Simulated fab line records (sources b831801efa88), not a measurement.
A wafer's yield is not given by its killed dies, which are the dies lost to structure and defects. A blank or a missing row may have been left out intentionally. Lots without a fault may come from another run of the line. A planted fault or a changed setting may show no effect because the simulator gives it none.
A single fault, viewed from 2 desks	flow gf180mcu	what lay behind the numbers comes last; until then each desk has only its own

== FROM THE METROLOGY DESK ==
What the gauges read, lot by lot, whatever tool the lot ran on: means of the sampled wafers that have a number. A lot is out of limits, marked OUT, if its mean lies more than 4 standard deviations from the usual mean; the brackets give that distance.
Columns: A = M2_ALCU_RS at GF_M2_RS_MEAS_05, usual 0.0694 ohm/sq; B = M2_ALCU_THK at GF_M2_THK_MEAS_06, usual 454 nm; C = V2_W_RS at GF_V2_RS_MEAS_24, usual 0.3267 ohm/sq
lot	first seen here	A	B	C
L327	day 18 11:31	0.0700	452	0.3249
L328	day 18 18:55	0.0697	454	0.3249
L330	day 19 09:10	0.0683	460	0.3247
L331	day 19 19:52	0.0690	455	0.3308
L336	day 21 12:39	0.0686	460	0.3242
L345	day 24 15:33	0.0686	460	0.3312
L346	day 24 23:29	0.0699	452	0.3264
L347	day 25 07:56	0.0687	454	0.3215
L348	day 25 15:45	0.0685	456	0.3275
L349	day 25 17:14	0.0692	452	0.3271
L350	day 25 22:25	0.0700	452	0.3282
Finding of this desk: none of the 11 lots has anything out of limits.

== AT THE TOOL OWNER'S DESK: pvdSputter-03 ==
The tool's own readings at GF_M2_SPUTTER_02 (material AlCu, target thk 450 nm, time 23.9 s): means of the sampled wafers that have a number, for each lot that ran on this tool. A lot is out of limits, marked OUT, if its mean lies more than 4 standard deviations from the usual mean; the brackets give that distance.
Columns: A = throttleValvePct at GF_M2_SPUTTER_02, usual 29.2 %
lot	first seen here	A
L330	day 19 09:02	29.0
L336	day 21 12:34	29.0
L345	day 24 15:25	30.0
L346	day 24 23:21	29.8
L347	day 25 07:50	29.6
L348	day 25 15:36	29.3
L349	day 25 17:09	29.4
Finding of this desk: none of the 7 lots has anything out of limits.

== BROUGHT TOGETHER ==
At the metrology desk, nothing out of limits was observed.
The tool owner's desk saw nothing out of limits.

== WHAT WAS PUT IN BY THE SIMULATOR ==
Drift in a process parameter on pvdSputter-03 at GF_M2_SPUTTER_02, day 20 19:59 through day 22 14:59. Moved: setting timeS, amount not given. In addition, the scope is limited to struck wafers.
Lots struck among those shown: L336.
